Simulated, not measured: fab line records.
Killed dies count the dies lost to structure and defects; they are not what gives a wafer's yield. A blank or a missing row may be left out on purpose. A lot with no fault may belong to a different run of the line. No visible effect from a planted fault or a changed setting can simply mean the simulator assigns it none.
fab line records	flow gf180mcu
[record] lots = 5	wafers = 15	lastDay = 32
route steps=602 shown V2@407 M3@409 V3@429
lots that met no fault: from a run of the same line without faults
startH: the number of hours between the record's first day and the start of the first shown wafer of the lot	waitH: how many hours have passed since the lot's step before this one	" repeats the value in the row above	L1.1+2: a single row standing in for several wafers	- value missing, or start not given	* or withheld: withheld	< > ~ a bound
route shown NAME@n: names a module that has steps shown in the file, with the first one's number in the route	usual: the fault-free wafers' mean and standard deviation	same: alike in all rows	chamber/n: place in a boat	sites: each site's reading	_std_site: how widely they spread, as a standard deviation	_edge_site: outer sites' mean less inner sites'	radiusMm: for every site, how far away it sits from the centre of the wafer	mask NAME#n: copy n	behind: the most recent tool/chamber to have shaped the wafer	hold: reason for holding the lot/hours on hold/outcome of the hold	device: which transistor (n, p or np) failed to switch	end of line: tests of these same wafers at the route's end	for a step that has no rows: nothing shown but its recipe	killed: not the wafer's yield, but the dies lost to structure and defects at the first sort	map: shows each die of a wafer: x if killed, . if not, _ if none is there
set.NAME: the setting as run; set.NAME@STEP: as run at that earlier step	model.NAME: the simulator's own value behind a step, which no gauge read
lots at some steps of the route; a table a step, a row a wafer
services: the hour from which a tool's chamber was out of use, counted from the record's first day as startH (under 0 if before that day), plus the number of hours and why
[[steps]]
[step GF_V2_THK_MEAS_25]
[recipe] thkMeasGauge = xrf	reads = W_of_V2_CVD_23
[usual] V2_W_THK = 358/6.5
lot.wafer	tool	chamber	startH	waitH	V2_W_THK[nm]
L074.2	filmMetro-04	-	462.60	0.1	353
L074.5	"	-	"	"	357
L074.6	"	-	"	"	360
L076.4	filmMetro-02	-	475.82	0.1	360
L076.5	"	-	"	"	362
L076.6	"	-	"	"	361
L081.1	filmMetro-02	-	530.15	0.1	360
L081.3	"	-	"	"	355
L081.5	"	-	"	"	362
L086.1	filmMetro-04	-	566.62	0.1	358
L086.3	"	-	"	"	362
L086.6	"	-	"	"	352
L089.1	filmMetro-02	-	595.12	0.1	353
L089.2	"	-	"	"	351
L089.3	"	-	"	"	344
[step GF_V2_CMP_26]
[recipe] stopOn = SiO2	downForcePsi = 3.5	platenRpm = 60	tOverpolishS = 15	targetThkNm = 0	padVelocityMS = 0.94248
[usual] motorCurrentA = 10.6/0.56	overpolishRunS = 15.001/0.0096	retainingRingPressureFrac = 1.000/0.0046	timeToEndpointS = 82/4
lot.wafer	tool	chamber	startH	waitH	motorCurrentA	overpolishRunS	retainingRingPressureFrac	timeToEndpointS
L074.2	cmp-01	1	462.70	0.1	10.3	14.999	1.001	82
L074.6	"	0	"	"	11.5	15.004	1.006	88
L074.5	"	1	"	"	10.7	15.006	1.001	82
L076.4	cmp-02	1	476.00	0.2	10.4	15.005	0.995	84
L076.5	"	2	"	"	10.8	15.011	1.003	88
L076.6	"	3	"	"	10.4	15.002	1.003	92
L081.1	cmp-02	3	530.21	0.1	10.5	14.991	1.002	85
L081.3	"	2	"	"	10.6	14.983	1.000	80
L081.5	"	3	"	"	9.9	14.994	0.999	86
L086.1	cmp-01	1	566.75	0.1	10.4	15.014	0.997	77
L086.3	"	2	"	"	10.1	14.999	1.008	82
L086.6	"	1	"	"	10.6	15.005	1.008	78
L089.2	cmp-01	2	595.18	0.0	10.7	15.006	0.995	78
L089.1	"	3	"	"	10.7	15.010	0.994	77
L089.3	"	0	"	"	11.9	15.005	0.996	80
[step GF_M3_SPUTTER_00]
[recipe] material = Ti	targetThkNm = 37.5	arrivingIonEnergyEv = 80	substrateTempC = 200	chamberPressurePa = 2	powerW = 4000	timeS = 150
[usual] throttleValvePct = 29.6/0.88
lot.wafer	tool	chamber	startH	waitH	throttleValvePct
L074.2	pvdSputter-03	-	462.95	0.2	29.3
L074.5	"	-	"	"	29.8
L074.6	"	-	"	"	32.0
L076.4	pvdSputter-04	-	476.15	0.1	29.2
L076.5	"	-	"	"	30.1
L076.6	"	-	"	"	30.0
L081.1	pvdSputter-02	-	530.51	0.2	30.0
L081.3	"	-	"	"	29.1
L081.5	"	-	"	"	28.1
L086.1	pvdSputter-02	-	567.05	0.2	29.7
L086.3	"	-	"	"	28.7
L086.6	"	-	"	"	29.2
L089.1	pvdSputter-04	-	595.48	0.2	29.2
L089.2	"	-	"	"	30.3
L089.3	"	-	"	"	29.7
[step GF_M3_SPUTTER_01]
[recipe] material = TiN	targetThkNm = 30	powerW = 6500	timeS = 25	chamberPressurePa = 0.4
[usual] throttleValvePct = 29.6/0.87
lot.wafer	tool	chamber	startH	waitH	throttleValvePct
L074.2	pvdSputter-03	-	463.05	0.1	29.1
L074.5	"	-	"	"	29.9
L074.6	"	-	"	"	32.0
L076.4	pvdSputter-04	-	476.25	0.1	29.4
L076.5	"	-	"	"	30.4
L076.6	"	-	"	"	29.8
L081.1	pvdSputter-02	-	530.61	0.1	29.7
L081.3	"	-	"	"	28.8
L081.5	"	-	"	"	28.1
L086.1	pvdSputter-02	-	567.15	0.1	29.9
L086.3	"	-	"	"	28.6
L086.6	"	-	"	"	29.0
L089.1	pvdSputter-04	-	595.58	0.1	29.7
L089.2	"	-	"	"	30.1
L089.3	"	-	"	"	29.6
[step GF_M3_SPUTTER_02]
[recipe] material = AlCu	targetThkNm = 450	powerW = 10600	timeS = 23.9	chamberPressurePa = 0.4
[usual] throttleValvePct = 29.7/0.85
lot.wafer	tool	chamber	startH	waitH	throttleValvePct
L074.2	pvdSputter-03	-	463.08	0.0	29.3
L074.5	"	-	"	"	29.7
L074.6	"	-	"	"	31.9
L076.4	pvdSputter-04	-	476.28	0.0	29.3
L076.5	"	-	"	"	30.5
L076.6	"	-	"	"	30.3
L081.1	pvdSputter-02	-	530.64	0.0	29.8
L081.3	"	-	"	"	28.7
L081.5	"	-	"	"	28.1
L086.1	pvdSputter-02	-	567.18	0.0	29.9
L086.3	"	-	"	"	28.9
L086.6	"	-	"	"	29.0
L089.1	pvdSputter-04	-	595.61	0.0	29.2
L089.2	"	-	"	"	30.0
L089.3	"	-	"	"	29.8
[step GF_M3_SPUTTER_03]
[recipe] material = Ti	targetThkNm = 10	substrateTempC = 300	chamberPressurePa = 0.3	powerW = 3000	timeS = 6.7
[usual] throttleValvePct = 29.7/0.86
lot.wafer	tool	chamber	startH	waitH	throttleValvePct
L074.2	pvdSputter-03	-	463.11	0.0	29.3
L074.5	"	-	"	"	29.8
L074.6	"	-	"	"	32.0
L076.4	pvdSputter-04	-	476.31	0.0	29.4
L076.5	"	-	"	"	30.3
L076.6	"	-	"	"	30.0
L081.1	pvdSputter-02	-	530.67	0.0	29.5
L081.3	"	-	"	"	28.8
L081.5	"	-	"	"	28.1
L086.1	pvdSputter-02	-	567.21	0.0	29.9
L086.3	"	-	"	"	28.7
L086.6	"	-	"	"	29.0
L089.1	pvdSputter-04	-	595.64	0.0	29.4
L089.2	"	-	"	"	30.3
L089.3	"	-	"	"	29.4
[step GF_M3_SPUTTER_04]
[recipe] material = TiN	targetThkNm = 50	powerW = 6500	timeS = 41.7	chamberPressurePa = 0.4
[usual] throttleValvePct = 29.6/0.86
lot.wafer	tool	chamber	startH	waitH	throttleValvePct
L074.2	pvdSputter-03	-	463.13	0.0	29.1
L074.5	"	-	"	"	29.6
L074.6	"	-	"	"	31.8
L076.4	pvdSputter-04	-	476.33	0.0	29.5
L076.5	"	-	"	"	30.3
L076.6	"	-	"	"	30.2
L081.1	pvdSputter-02	-	530.69	0.0	29.8
L081.3	"	-	"	"	29.0
L081.5	"	-	"	"	28.0
L086.1	pvdSputter-02	-	567.23	0.0	29.7
L086.3	"	-	"	"	29.0
L086.6	"	-	"	"	28.8
L089.1	pvdSputter-04	-	595.66	0.0	29.3
L089.2	"	-	"	"	30.2
L089.3	"	-	"	"	29.7
[step GF_M3_RS_MEAS_05]
[recipe] thkMeasGauge = four-point-probe	reads = TiN_of_M3_SPUTTER_04+Ti_of_M3_SPUTTER_03+AlCu_of_M3_SPUTTER_02+TiN_of_M3_SPUTTER_01+Ti_of_M3_SPUTTER_00
[usual] M3_ALCU_RS = 0.0698/0.00076
lot.wafer	tool	chamber	startH	waitH	M3_ALCU_RS[ohm/sq]
L074.2	filmMetro-04	-	463.19	0.0	0.0698
L074.5	"	-	"	"	0.0689
L074.6	"	-	"	"	0.0701
L076.4	filmMetro-01	-	476.43	0.1	0.0698
L076.5	"	-	"	"	0.0699
L076.6	"	-	"	"	0.0686
L081.1	filmMetro-03	-	530.73	0.0	0.0696
L081.3	"	-	"	"	0.0688
L081.5	"	-	"	"	0.0696
L086.1	filmMetro-01	-	567.27	0.0	0.0698
L086.3	"	-	"	"	0.0694
L086.6	"	-	"	"	0.0709
L089.1	filmMetro-03	-	595.70	0.0	0.0710
L089.2	"	-	"	"	0.0705
L089.3	"	-	"	"	0.0708
[step GF_M3_THK_MEAS_06]
[recipe] thkMeasGauge = xrf	reads = AlCu_of_M3_SPUTTER_02
[usual] M3_ALCU_THK = 446/5.6
lot.wafer	tool	chamber	startH	waitH	M3_ALCU_THK[nm]
L074.2	filmMetro-04	-	463.30	0.1	444
L074.5	"	-	"	"	450
L074.6	"	-	"	"	439
L076.4	filmMetro-01	-	476.52	0.1	445
L076.5	"	-	"	"	443
L076.6	"	-	"	"	451
L081.1	filmMetro-03	-	530.85	0.1	451
L081.3	"	-	"	"	459
L081.5	"	-	"	"	451
L086.1	filmMetro-01	-	567.39	0.1	443
L086.3	"	-	"	"	445
L086.6	"	-	"	"	435
L089.1	filmMetro-03	-	595.82	0.1	441
L089.2	"	-	"	"	446
L089.3	"	-	"	"	443
[step GF_M3_DEHYDRATE_07]
[recipe] tempC = 200	timeS = 60
[usual] plateTempC = 199.99/0.17
lot.wafer	tool	chamber	startH	waitH	plateTempC
L074.2	lithoTrack-03	0	474.75	11.4	200.14
L074.5	"	0	"	"	199.97
L074.6	"	0	"	"	199.95
L076.4	lithoTrack-04	0	488.11	11.6	200.01
L076.5	"	0	"	"	200.18
L076.6	"	0	"	"	200.05
L081.1	lithoTrack-02	0	542.07	11.2	199.63
L081.3	"	0	"	"	199.76
L081.5	"	0	"	"	199.75
L086.1	lithoTrack-02	0	577.37	10.0	200.15
L086.3	"	0	"	"	200.00
L086.6	"	0	"	"	199.89
L089.1	lithoTrack-03	0	605.42	9.6	200.04
L089.2	"	0	"	"	200.01
L089.3	"	0	"	"	199.95
[step GF_M3_HMDS_08]
[recipe] primeTimeS = 60	primeTempC = 120
lot.wafer	tool	chamber	startH	waitH
L074.2+5+6	lithoTrack-03	0	474.90	0.1
L076.4+5+6	lithoTrack-04	0	488.26	0.1
L081.1+3+5	lithoTrack-02	0	542.22	0.1
L086.1+3+6	lithoTrack-02	0	577.52	0.1
L089.1+2+3	lithoTrack-03	0	605.57	0.1
[step GF_M3_COAT_09]
[recipe] resist = KrF	spinRpm = withheld	resistThkNm = 1000
lot.wafer	tool	chamber	startH	waitH
L074.2+5+6	lithoTrack-03	0	475.05	0.1
L076.4+5+6	lithoTrack-04	0	488.41	0.1
L081.1+3+5	lithoTrack-02	0	542.37	0.1
L086.1+3+6	lithoTrack-02	0	577.67	0.1
L089.1+2+3	lithoTrack-03	0	605.72	0.1
[step GF_M3_SOFTBAKE_10]
[recipe] tempC = 130	timeS = 60	resist = KrF
[usual] plateTempC = 130.02/0.15
lot.wafer	tool	chamber	startH	waitH	plateTempC
L074.2	lithoTrack-03	0	475.20	0.1	130.21
L074.5	"	0	"	"	129.95
L074.6	"	0	"	"	129.92
L076.4	lithoTrack-04	0	488.56	0.1	130.09
L076.5	"	0	"	"	130.02
L076.6	"	0	"	"	130.09
L081.1	lithoTrack-02	0	542.52	0.1	130.05
L081.3	"	0	"	"	129.92
L081.5	"	0	"	"	130.02
L086.1	lithoTrack-02	0	577.82	0.1	129.85
L086.3	"	0	"	"	129.81
L086.6	"	0	"	"	129.78
L089.1	lithoTrack-03	0	605.87	0.1	129.87
L089.2	"	0	"	"	129.93
L089.3	"	0	"	"	130.01
[step GF_M3_EXPOSE_11]
[recipe] maskId = Metal3	targetCdNm = 280	na = 0.68	sourceShape = conventional	sigmaOuter = 0.6	doseMj = 28
[usual] focusOffsetNm = 0.0/0.51
lot.wafer	tool	chamber	startH	waitH	mask	focusOffsetNm
L074.2	krfScanner-02	0	-	-	Metal3#0	0.0
L074.5	"	0	"	"	Metal3#0	0.3
L074.6	"	0	"	"	Metal3#0	-0.3
L076.4	krfScanner-02	0	-	-	Metal3#0	-0.6
L076.5	"	0	"	"	Metal3#0	-0.8
L076.6	"	0	"	"	Metal3#0	-0.5
L081.1	krfScanner-02	0	-	-	Metal3#0	-0.9
L081.3	"	0	"	"	Metal3#0	0.2
L081.5	"	0	"	"	Metal3#0	0.2
L086.1	krfScanner-02	0	-	-	Metal3#0	-0.4
L086.3	"	0	"	"	Metal3#0	-0.3
L086.6	"	0	"	"	Metal3#0	0.1
L089.1	krfScanner-01	0	-	-	Metal3#0	0.2
L089.2	"	0	"	"	Metal3#0	0.9
L089.3	"	0	"	"	Metal3#0	0.5
[step GF_M3_PEB_12]
[recipe] pebTempC = 135	pebTimeS = 90	resist = KrF
[usual] plateTempC = 135.01/0.16
lot.wafer	tool	chamber	startH	waitH	plateTempC
L074.2	lithoTrack-03	0	-	-	135.37
L074.5	"	0	"	"	135.04
L074.6	"	0	"	"	135.00
L076.4	lithoTrack-02	0	-	-	135.01
L076.5	"	0	"	"	134.92
L076.6	"	0	"	"	135.11
L081.1	lithoTrack-03	0	-	-	134.85
L081.3	"	0	"	"	135.14
L081.5	"	0	"	"	134.85
L086.1	lithoTrack-04	0	-	-	135.41
L086.3	"	0	"	"	135.33
L086.6	"	0	"	"	135.17
L089.1	lithoTrack-04	0	-	-	135.05
L089.2	"	0	"	"	134.87
L089.3	"	0	"	"	134.88
[step GF_M3_DEVELOP_13]
[recipe] developTimeS = 60	devTempC = 21
lot.wafer	tool	chamber	startH	waitH
L074.2+5+6	lithoTrack-03	0	486.90	0.2
L076.4+5+6	lithoTrack-02	0	500.79	0.1
L081.1+3+5	lithoTrack-03	0	553.72	0.2
L086.1+3+6	lithoTrack-04	0	588.54	0.2
L089.1+2+3	lithoTrack-04	0	615.94	0.2
[step GF_M3_CD_MEAS_14]
[recipe] targetCdNm = 280
[usual] cdNm = 280.0/1.1
lot.wafer	tool	chamber	startH	waitH	cdNm
L074.2	cdSem-02	-	487.04	0.1	282.2
L074.5	"	-	"	"	282.3
L074.6	"	-	"	"	281.5
L076.4	cdSem-02	-	500.93	0.1	279.3
L076.5	"	-	"	"	280.2
L076.6	"	-	"	"	278.7
L081.1	cdSem-01	-	553.87	0.1	279.1
L081.3	"	-	"	"	279.4
L081.5	"	-	"	"	280.3
L086.1	cdSem-02	-	588.69	0.1	280.3
L086.3	"	-	"	"	280.8
L086.6	"	-	"	"	279.0
L089.1	cdSem-02	-	616.09	0.1	278.5
L089.2	"	-	"	"	279.6
L089.3	"	-	"	"	279.1
[step GF_M3_OVL_MEAS_15]
[usual] M3_OVL = 1/5
lot.wafer	tool	chamber	startH	waitH	M3_OVL[nm]
L074.2	overlay-01	-	487.15	0.1	2
L074.5	"	-	"	"	6
L074.6	"	-	"	"	1
L076.4	overlay-01	-	501.00	0.1	1
L076.5	"	-	"	"	-3
L076.6	"	-	"	"	-7
L081.1	overlay-01	-	553.99	0.1	-2
L081.3	"	-	"	"	-1
L081.5	"	-	"	"	-9
L086.1	overlay-01	-	588.81	0.1	0
L086.3	"	-	"	"	3
L086.6	"	-	"	"	-5
L089.1	overlay-02	-	616.21	0.1	3
L089.2	"	-	"	"	5
L089.3	"	-	"	"	6
[step GF_M3_METAL_ETCH_16]
[recipe] chemistry = Cl2/BCl3	maskMaterial = KrF	targetDepthNm = 750.8	stopOn = SiO2	pressureMtorr = 8	icpW = 800	biasW = 140	Cl2_flow_sccm = 80	bcl3FlowSccm = 40	timeS = 125.1
[usual] drypumpMotorCurrentA = 5.7/0.32	oesProductAu = 0.990/0.0066	throttleValvePct = 28.229/0.0099
lot.wafer	tool	chamber	startH	waitH	drypumpMotorCurrentA	oesProductAu	rfHoursCounterH	throttleValvePct
L074.2	rieMetal-04	1	487.18	0.0	5.4	0.983	5	28.217
L074.5	"	0	"	"	6.3	0.992	-	28.222
L074.6	"	1	"	"	5.4	0.988	-	28.220
L076.4	rieMetal-01	1	501.07	0.1	5.5	0.999	-	28.230
L076.5	"	0	"	"	5.5	0.975	-	28.234
L076.6	"	1	"	"	5.5	0.997	-	28.223
L081.1	rieMetal-02	1	554.03	0.0	5.4	0.990	7	28.216
L081.3	"	0	"	"	6.1	0.990	-	28.230
L081.5	"	0	"	"	6.1	0.991	-	28.223
L086.1	rieMetal-02	0	588.84	0.0	6.1	0.995	4	28.237
L086.3	"	1	"	"	5.5	0.984	-	28.239
L086.6	"	1	"	"	5.5	0.978	-	28.236
L089.1	rieMetal-04	1	616.24	0.0	5.4	0.993	8	28.223
L089.2	"	0	"	"	6.2	0.997	7	28.225
L089.3	"	1	"	"	5.4	0.994	-	28.221
[step GF_M3_STRIP_17]
[recipe] chemistry = O2/N2	powerW = 1400	pressureMtorr = 1500	platenTempC = 250	o2FlowSccm = 3000	n2FlowSccm = 300	overashFraction = 0.5
[usual] drypumpMotorCurrentA = 5.37/0.25	heaterPowerW = 301/29	oesProductAu = 0.537/0.0046	stripTimeToEndpointS = 7.39/0.046
lot.wafer	tool	chamber	startH	waitH	drypumpMotorCurrentA	heaterPowerW	oesProductAu	rfHoursCounterH	stripTimeToEndpointS
L074.2	plasmaAsher-02	0	487.31	0.1	5.67	261	0.539	39	7.35
L074.5	"	1	"	"	5.36	314	0.525	-	7.29
L074.6	"	0	"	"	5.66	260	0.542	-	7.36
L076.4	plasmaAsher-02	0	501.18	0.1	5.64	263	0.534	-	7.33
L076.5	"	1	"	"	5.32	309	0.543	-	7.46
L076.6	"	0	"	"	5.63	264	0.538	-	7.33
L081.1	plasmaAsher-02	0	554.16	0.1	5.64	262	0.536	47	7.37
L081.3	"	1	"	"	5.29	309	0.531	-	7.40
L081.5	"	0	"	"	5.66	264	0.545	-	7.39
L086.1	plasmaAsher-02	0	588.97	0.1	5.63	268	0.534	51	7.43
L086.3	"	0	"	"	5.66	262	0.536	-	7.43
L086.6	"	1	"	"	5.36	311	0.535	-	7.43
L089.1	plasmaAsher-03	0	616.37	0.1	5.55	290	0.534	87	7.35
L089.2	"	1	"	"	5.52	308	0.536	87	7.32
L089.3	"	1	"	"	5.50	309	0.532	-	7.34
[step GF_M3_STRIP_18]
[recipe] chemistry = postEtchResidueRemover	timeS = 1177	tempC = 72.5
lot.wafer	tool	chamber	startH	waitH
L074.2+5+6	wetBench-02	1	487.41	0.1
L076.4+5+6	wetBench-01	0	501.25	0.0
L081.1+3+5	wetBench-01	3	554.26	0.1
L086.1+3+6	wetBench-03	2	589.07	0.1
L089.1+2+3	wetBench-03	0	616.47	0.1
[step GF_M3_CLEAN_19]
[recipe] chemistry = DIW	dry = n2Spin
lot.wafer	tool	chamber	startH	waitH
L074.2+5+6	wetBench-02	2	487.82	0.0
L076.4+5+6	wetBench-02	3	501.59	0.0
L081.1+3+5	wetBench-03	0	554.60	0.0
L086.1+3+6	wetBench-02	2	589.44	0.0
L089.1+2+3	wetBench-02	1	616.81	0.0
[step GF_V3_CVD_00]
[recipe] material = SiO2	targetThkNm = 600	sigmaOpenFrac = 0.3	tempC = 400	timeS = 100	sih4FlowSccm = 60.94	pressureMtorr = 6
lot.wafer	tool	chamber	startH	waitH
L074.2+5+6	hdpcvd-01	0,2,0	487.93	0.0
L076.4+5+6	hdpcvd-01	2,0,1	501.73	0.0
L081.1+3+5	hdpcvd-02	2,1,1	554.70	0.0
L086.1+3+6	hdpcvd-02	2,1,2	589.54	0.0
L089.1+2+3	hdpcvd-02	2,1,0	616.91	0.0
[step GF_V3_THK_MEAS_01]
[recipe] reads = SiO2_of_V3_CVD_00
[usual] V3_CVD_00_THK = 608/6
lot.wafer	tool	chamber	startH	waitH	V3_CVD_00_THK[nm]
L074.2	filmMetro-02	-	488.01	0.0	603
L074.5	"	-	"	"	612
L074.6	"	-	"	"	605
L076.4	filmMetro-01	-	501.80	0.0	611
L076.5	"	-	"	"	604
L076.6	"	-	"	"	613
L081.1	filmMetro-01	-	554.77	0.0	608
L081.3	"	-	"	"	604
L081.5	"	-	"	"	614
L086.1	filmMetro-02	-	589.62	0.0	615
L086.3	"	-	"	"	616
L086.6	"	-	"	"	616
L089.1	filmMetro-01	-	616.98	0.0	602
L089.2	"	-	"	"	602
L089.3	"	-	"	"	606
[step GF_V3_CVD_02]
[recipe] material = SiO2	targetThkNm = 850	precursor = TEOS	tempC = 400	timeS = 94.851	rfW = 600
[usual] heaterPowerW = 617/80
lot.wafer	tool	chamber	startH	waitH	heaterPowerW
L074.2	pecvd-03	2	488.06	0.0	658
L074.5	"	0	"	"	630
L074.6	"	1	"	"	505
L076.4	pecvd-03	0	501.86	0.1	518
L076.5	"	1	"	"	494
L076.6	"	2	"	"	676
L081.1	pecvd-02	2	554.83	0.1	721
L081.3	"	1	"	"	700
L081.5	"	1	"	"	722
L086.1	pecvd-03	2	589.68	0.1	664
L086.3	"	1	"	"	501
L086.6	"	2	"	"	692
L089.1	pecvd-01	1	617.04	0.1	730
L089.2	"	0	"	"	772
L089.3	"	2	"	"	733
[step GF_V3_THK_MEAS_03]
[recipe] reads = SiO2_of_V3_CVD_02
[usual] V3_CVD_02_THK = 848/11
lot.wafer	tool	chamber	startH	waitH	V3_CVD_02_THK[nm]
L074.2	filmMetro-02	-	488.14	0.0	844
L074.5	"	-	"	"	863
L074.6	"	-	"	"	855
L076.4	filmMetro-01	-	501.92	0.0	853
L076.5	"	-	"	"	840
L076.6	"	-	"	"	858
L081.1	filmMetro-02	-	554.90	0.0	833
L081.3	"	-	"	"	845
L081.5	"	-	"	"	849
L086.1	filmMetro-01	-	589.75	0.0	850
L086.3	"	-	"	"	839
L086.6	"	-	"	"	859
L089.1	filmMetro-02	-	617.11	0.0	842
L089.2	"	-	"	"	832
L089.3	"	-	"	"	838
[step GF_V3_CMP_04]
[recipe] material = SiO2	downForcePsi = 4	platenRpm = 60	padVelocityMS = 0.94248
[usual] motorCurrentA = 11.5/0.73	retainingRingPressureFrac = 1.000/0.0049	timeToEndpointS = 78/5.5
lot.wafer	tool	chamber	startH	waitH	motorCurrentA	retainingRingPressureFrac	timeToEndpointS
L074.2	cmp-02	2	488.34	0.2	11.6	1.000	71
L074.5	"	3	"	"	10.9	1.004	86
L074.6	"	0	"	"	10.8	0.992	83
L076.4	cmp-02	1	501.95	0.0	11.0	1.006	77
L076.5	"	1	"	"	11.1	1.000	75
L076.6	"	2	"	"	11.1	0.995	77
L081.1	cmp-01	3	554.96	0.1	11.4	0.996	69
L081.3	"	2	"	"	11.1	0.998	75
L081.5	"	3	"	"	11.8	0.997	73
L086.1	cmp-02	1	589.86	0.1	12.0	1.006	80
L086.3	"	3	"	"	10.7	1.000	80
L086.6	"	1	"	"	11.6	1.003	85
L089.2	cmp-01	0	617.22	0.1	12.9	0.992	74
L089.3	"	1	"	"	11.2	1.003	68
L089.1	"	2	"	"	11.9	0.992	74
[step GF_V3_BOW_MEAS_05]
[recipe] mode = bow
[usual] V3_BOW = 117/9.2
lot.wafer	tool	chamber	startH	waitH	V3_BOW[um]
L074.2	filmMetro-02	-	488.51	0.1	107
L074.5	"	-	"	"	130
L074.6	"	-	"	"	122
L076.4	filmMetro-01	-	502.31	0.3	135
L076.5	"	-	"	"	124
L076.6	"	-	"	"	124
L081.1	filmMetro-01	-	555.26	0.2	124
L081.3	"	-	"	"	127
L081.5	"	-	"	"	131
L086.1	filmMetro-02	-	590.11	0.2	133
L086.3	"	-	"	"	123
L086.6	"	-	"	"	130
L089.1	filmMetro-01	-	617.47	0.1	118
L089.2	"	-	"	"	113
L089.3	"	-	"	"	102
[step GF_V3_DEHYDRATE_06]
[recipe] tempC = 200	timeS = 60
[usual] plateTempC = 200.01/0.15
lot.wafer	tool	chamber	startH	waitH	plateTempC
L074.2	lithoTrack-04	0	499.96	11.4	200.17
L074.5	"	0	"	"	200.09
L074.6	"	0	"	"	199.94
L076.4	lithoTrack-03	0	513.55	11.2	199.94
L076.5	"	0	"	"	200.20
L076.6	"	0	"	"	199.98
L081.1	lithoTrack-01	0	565.45	10.2	199.93
L081.3	"	0	"	"	200.07
L081.5	"	0	"	"	199.95
L086.1	lithoTrack-04	0	599.79	9.7	200.01
L086.3	"	0	"	"	200.13
L086.6	"	0	"	"	200.22
L089.1	lithoTrack-01	0	627.30	9.8	200.11
L089.2	"	0	"	"	200.15
L089.3	"	0	"	"	200.20
[step GF_V3_HMDS_07]
[recipe] primeTimeS = 60	primeTempC = 120
lot.wafer	tool	chamber	startH	waitH
L074.2+5+6	lithoTrack-04	0	500.11	0.1
L076.4+5+6	lithoTrack-03	0	513.70	0.1
L081.1+3+5	lithoTrack-01	0	565.60	0.1
L086.1+3+6	lithoTrack-04	0	599.94	0.1
L089.1+2+3	lithoTrack-01	0	627.45	0.1
[step GF_V3_COAT_08]
[recipe] resist = BARC	tempC = withheld	timeS = withheld	spinRpm = withheld	resistThkNm = withheld
lot.wafer	tool	chamber	startH	waitH
L074.2+5+6	lithoTrack-04	0	500.26	0.1
L076.4+5+6	lithoTrack-03	0	513.85	0.1
L081.1+3+5	lithoTrack-01	0	565.75	0.1
L086.1+3+6	lithoTrack-04	0	600.09	0.1
L089.1+2+3	lithoTrack-01	0	627.60	0.1
[step GF_V3_COAT_09]
[recipe] resist = KrF	spinRpm = withheld	resistThkNm = 1000
lot.wafer	tool	chamber	startH	waitH
L074.2+5+6	lithoTrack-04	0	-	-
L076.4+5+6	lithoTrack-03	0	-	-
L081.1+3+5	lithoTrack-01	0	-	-
L086.1+3+6	lithoTrack-04	0	-	-
L089.1+2+3	lithoTrack-01	0	-	-
[step GF_V3_SOFTBAKE_10]
[recipe] tempC = 130	timeS = 60	resist = KrF
[usual] plateTempC = 130.00/0.14
lot.wafer	tool	chamber	startH	waitH	plateTempC
L074.2	lithoTrack-04	0	-	-	129.99
L074.5	"	0	"	"	129.90
L074.6	"	0	"	"	130.02
L076.4	lithoTrack-03	0	-	-	130.19
L076.5	"	0	"	"	130.19
L076.6	"	0	"	"	130.21
L081.1	lithoTrack-01	0	-	-	129.87
L081.3	"	0	"	"	129.80
L081.5	"	0	"	"	129.73
L086.1	lithoTrack-04	0	-	-	130.16
L086.3	"	0	"	"	130.24
L086.6	"	0	"	"	130.09
L089.1	lithoTrack-01	0	-	-	130.01
L089.2	"	0	"	"	130.03
L089.3	"	0	"	"	129.95
[step GF_V3_EXPOSE_11]
[recipe] maskId = Via3	targetCdNm = 260	na = 0.68	sourceShape = conventional	sigmaOuter = 0.6	doseMj = 38
[usual] focusOffsetNm = 0.1/0.6
lot.wafer	tool	chamber	startH	waitH	mask	focusOffsetNm
L074.2	krfScanner-02	0	-	-	Via3#0	0.6
L074.5	"	0	"	"	Via3#0	0.1
L074.6	"	0	"	"	Via3#0	-0.3
L076.4	krfScanner-01	0	-	-	Via3#0	0.9
L076.5	"	0	"	"	Via3#0	1.2
L076.6	"	0	"	"	Via3#0	0.4
L081.1	krfScanner-02	0	-	-	Via3#0	-0.3
L081.3	"	0	"	"	Via3#0	0.6
L081.5	"	0	"	"	Via3#0	0.0
L086.1	krfScanner-01	0	-	-	Via3#0	0.6
L086.3	"	0	"	"	Via3#0	1.1
L086.6	"	0	"	"	Via3#0	0.6
L089.1	krfScanner-02	0	-	-	Via3#0	0.2
L089.2	"	0	"	"	Via3#0	0.1
L089.3	"	0	"	"	Via3#0	-0.5
[step GF_V3_PEB_12]
[recipe] pebTempC = 135	pebTimeS = 90	resist = KrF
[usual] plateTempC = 135.03/0.14
lot.wafer	tool	chamber	startH	waitH	plateTempC
L074.2	lithoTrack-04	0	-	-	135.27
L074.5	"	0	"	"	135.17
L074.6	"	0	"	"	135.07
L076.4	lithoTrack-04	0	-	-	134.85
L076.5	"	0	"	"	135.03
L076.6	"	0	"	"	134.86
L081.1	lithoTrack-03	0	-	-	134.90
L081.3	"	0	"	"	135.14
L081.5	"	0	"	"	135.09
L086.1	lithoTrack-03	0	-	-	135.15
L086.3	"	0	"	"	134.83
L086.6	"	0	"	"	134.93
L089.1	lithoTrack-04	0	-	-	134.92
L089.2	"	0	"	"	135.04
L089.3	"	0	"	"	134.98
[step GF_V3_DEVELOP_13]
[recipe] developTimeS = 60	resist = KrF	devTempC = 21
lot.wafer	tool	chamber	startH	waitH
L074.2+5+6	lithoTrack-04	0	512.01	0.2
L076.4+5+6	lithoTrack-04	0	525.71	0.1
L081.1+3+5	lithoTrack-03	0	576.32	0.2
L086.1+3+6	lithoTrack-03	0	611.37	0.2
L089.1+2+3	lithoTrack-04	0	638.09	0.2
[[services]]
tool	chamber	startH	hours	kind
cmp-02	-	442.38	5.4	repair
krfScanner-02	-	458.86	9.2	repair
krfScanner-02	-	468.05	0.8	pm
cmp-02	-	481.11	0.8	repair
krfScanner-02	-	486.91	0.8	pm
pvdSputter-02	-	491.67	2.4	repair
pvdSputter-04	-	493.46	2.8	repair
krfScanner-02	-	495.00	1.3	pm
krfScanner-02	-	504.03	6.2	repair
pecvd-03	1	504.86	20.4	repair
krfScanner-01	-	530.88	0.2	repair
hdpcvd-02	-	539.25	15.0	pm
krfScanner-02	-	551.43	1.0	pm
pvdSputter-04	-	554.87	3.7	repair
cmp-02	-	558.46	12.7	repair
cmp-02	-	568.88	0.8	repair
krfScanner-01	-	570.48	1.3	pm
krfScanner-01	-	571.78	1.0	pm
cmp-01	-	572.00	4.0	pm
krfScanner-02	-	572.98	4.4	pm
pvdSputter-03	-	574.38	6.9	repair
krfScanner-01	-	577.36	0.8	pm
krfScanner-02	-	592.19	0.2	repair
pvdSputter-04	-	624.07	1.3	repair
[[key]]
fault none
